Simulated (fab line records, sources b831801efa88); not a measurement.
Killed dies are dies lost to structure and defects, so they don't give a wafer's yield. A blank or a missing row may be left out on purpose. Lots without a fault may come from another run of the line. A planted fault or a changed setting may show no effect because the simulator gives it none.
Which tool did it? | flow sky130 | 12 lots, 36 wafers sampled, at 4 steps of a route of 708

WHAT THE GAUGES READ, wafer by wafer
SKY_VT_ADJUST_PCH_TW_MEAS_10.
lot  | measured     | on            | VT_ADJUST_PCH_TW
L384 | day 10 09:51 | film_metro-04 | 143.0 143.9 143.2
L385 | day 10 12:08 | film_metro-03 | 141.6 141.3 141.6
L386 | day 10 22:32 | film_metro-03 | 141.2 141.1 140.8
L389 | day 12 23:37 | film_metro-04 | 129.1 127.8 127.9
L392 | day 13 04:04 | film_metro-02 | 127.9 128.0 128.6
L398 | day 15 08:00 | film_metro-04 | 143.3 144.0 143.0
L399 | day 15 23:43 | film_metro-03 | 141.7 141.7 142.2
L402 | day 16 15:10 | film_metro-02 | 142.3 143.0 142.8
L400 | day 16 15:21 | film_metro-03 | 141.7 142.5 141.2
L401 | day 16 16:25 | film_metro-03 | 141.6 142.2 142.6
L403 | day 17 06:13 | film_metro-02 | 143.9 143.6 143.5
L405 | day 17 19:01 | film_metro-04 | 142.3 143.1 142.0

SKY_LOCAL_INTERCONNECT_CD_MEAS_11: target cd 170 nm.
lot  | measured     | on        | cd_nm (nm)
L384 | day 30 01:58 | cd_sem-02 | 169.6 168.8 170.2
L385 | day 30 12:25 | cd_sem-02 | 168.9 169.8 167.1
L386 | day 30 19:19 | cd_sem-02 | 170.0 171.7 172.3
L389 | day 33 04:27 | cd_sem-02 | 170.1 171.5 169.2
L392 | day 33 09:53 | cd_sem-01 | 169.6 170.4 169.8
L398 | day 35 08:10 | cd_sem-01 | 170.1 168.9 170.8
L399 | day 36 07:25 | cd_sem-01 | 171.2 170.6 170.9
L402 | day 36 19:12 | cd_sem-01 | 167.9 167.9 168.2
L400 | day 36 19:49 | cd_sem-02 | 172.0 170.2 171.6
L401 | day 36 19:22 | cd_sem-01 | 172.2 171.1 172.0
L403 | day 37 06:35 | cd_sem-01 | 171.4 172.3 171.2
L405 | day 37 20:02 | cd_sem-01 | 171.6 171.2 169.9

WHICH TOOL RAN EACH LOT (tool, then ch and the chambers of the sampled wafers, then the start)
lot  | SKY_VT_ADJUST_PCH_IMPLANT_08    | SKY_LI_CONTACT_CMP_02
L384 | implanter-04 ch 0, day 10 09:37 | cmp-01 ch 0,1,3, day 27 17:30
L385 | implanter-03 ch 0, day 10 11:55 | cmp-02 ch 0,1,2, day 28 01:59
L386 | implanter-04 ch 0, day 10 22:17 | cmp-01 ch 1,2,3, day 28 10:44
L389 | implanter-03 ch 0, day 12 23:22 | cmp-01 ch 0,1,2, day 30 20:50
L392 | implanter-03 ch 0, day 13 03:49 | cmp-02 ch 0,1, day 31 01:35
L398 | implanter-01 ch 0, day 15 07:45 | cmp-01 ch 1,2,3, day 33 02:02
L399 | implanter-03 ch 0, day 15 23:29 | cmp-02 ch 0,1,3, day 34 02:11
L402 | implanter-01 ch 0, day 16 14:57 | cmp-01 ch 0,1,2, day 34 13:09
L400 | implanter-04 ch 0, day 16 15:02 | cmp-01 ch 2,3, day 34 14:05
L401 | implanter-04 ch 0, day 16 16:10 | cmp-01 ch 1,2, day 34 13:26
L403 | implanter-03 ch 0, day 17 05:59 | cmp-01 ch 0,1,3, day 35 00:26
L405 | implanter-03 ch 0, day 17 18:48 | cmp-02 ch 0,1,2, day 35 14:08
- SKY_VT_ADJUST_PCH_IMPLANT_08
- SKY_LI_CONTACT_CMP_02: polishes PSG.

WHAT THE TOOLS THEMSELVES READ (means of the sampled wafers that have a number; where no wafer has one, the mark that the record gives instead)
SKY_VT_ADJUST_PCH_IMPLANT_08.
lot  | tool         | beam_energy_keV | dose_ions_cm2 | faraday_current_uA
L384 | implanter-04 | 10.000          | 5e+11         | 2.81
L385 | implanter-03 | 9.998           | 5e+11         | 2.89
L386 | implanter-04 | 10.001          | 5e+11         | 2.81
L389 | implanter-03 | 10.000          | 3e+11         | 1.83
L392 | implanter-03 | 10.004          | 3e+11         | 1.86
L398 | implanter-01 | 9.996           | 5e+11         | 2.84
L399 | implanter-03 | 9.998           | 5e+11         | 2.79
L402 | implanter-01 | 10.001          | 5e+11         | 2.85
L400 | implanter-04 | 10.000          | 5e+11         | 2.87
L401 | implanter-04 | 9.997           | 5e+11         | 2.84
L403 | implanter-03 | 9.998           | 5e+11         | 2.85
L405 | implanter-03 | 9.997           | 5e+11         | 2.81

SKY_LI_CONTACT_CMP_02.
lot  | tool   | motor_current_A (A) | time_to_endpoint_s (s)
L384 | cmp-01 | 11.8                | 36.0
L385 | cmp-02 | 11.8                | 30.5
L386 | cmp-01 | 11.8                | 33.8
L389 | cmp-01 | 12.3                | 33.9
L392 | cmp-02 | 11.2                | 34.9
L398 | cmp-01 | 11.9                | 31.1
L399 | cmp-02 | 11.3                | 32.8
L402 | cmp-01 | 12.4                | 33.7
L400 | cmp-01 | 13.0                | 31.2
L401 | cmp-01 | 12.0                | 33.9
L403 | cmp-01 | 11.5                | 29.7
L405 | cmp-02 | 11.4                | 31.6

THE ANSWER, worked out from the rows above alone
Rule: what is usual is taken from the lots themselves. Put in order of their means at a reading, lots are off if they are a third of the lots or fewer, leave a main group of 4 or more, and stand apart from it by a gap of 3 or more times the standard deviation of the main group's means; of several such gaps the widest counts. A main group whose means are all the same, to the digits that the tables above print for the reading, isn't used. A lot without any number at a reading at which 4 lots or more have one is off too. The other lots that the step has rows for count as sound. The gauges are gone through in route order, then the tools' own readings, and for those a lot's mean is taken as printed above. The first step at which some lot is off is used, and at that step the reading that is off furthest; a lot without a number counts as furthest.
Off: L389, L392, at SKY_VT_ADJUST_PCH_TW_MEAS_10 (VT_ADJUST_PCH_TW). The main group: mean 142.4, standard deviation 0.84.
A tool fits if, at a process step before that reading, it ran every lot that is off, and no sound lot after the first of them. The gauges at SKY_VT_ADJUST_PCH_TW_MEAS_10 aren't tried: what is off there is off at SKY_VT_ADJUST_PCH_IMPLANT_08 too, on other tools, and a gauge's error can't cause that. None of those tried fits.

WHAT THE SIMULATOR HAD PUT IN
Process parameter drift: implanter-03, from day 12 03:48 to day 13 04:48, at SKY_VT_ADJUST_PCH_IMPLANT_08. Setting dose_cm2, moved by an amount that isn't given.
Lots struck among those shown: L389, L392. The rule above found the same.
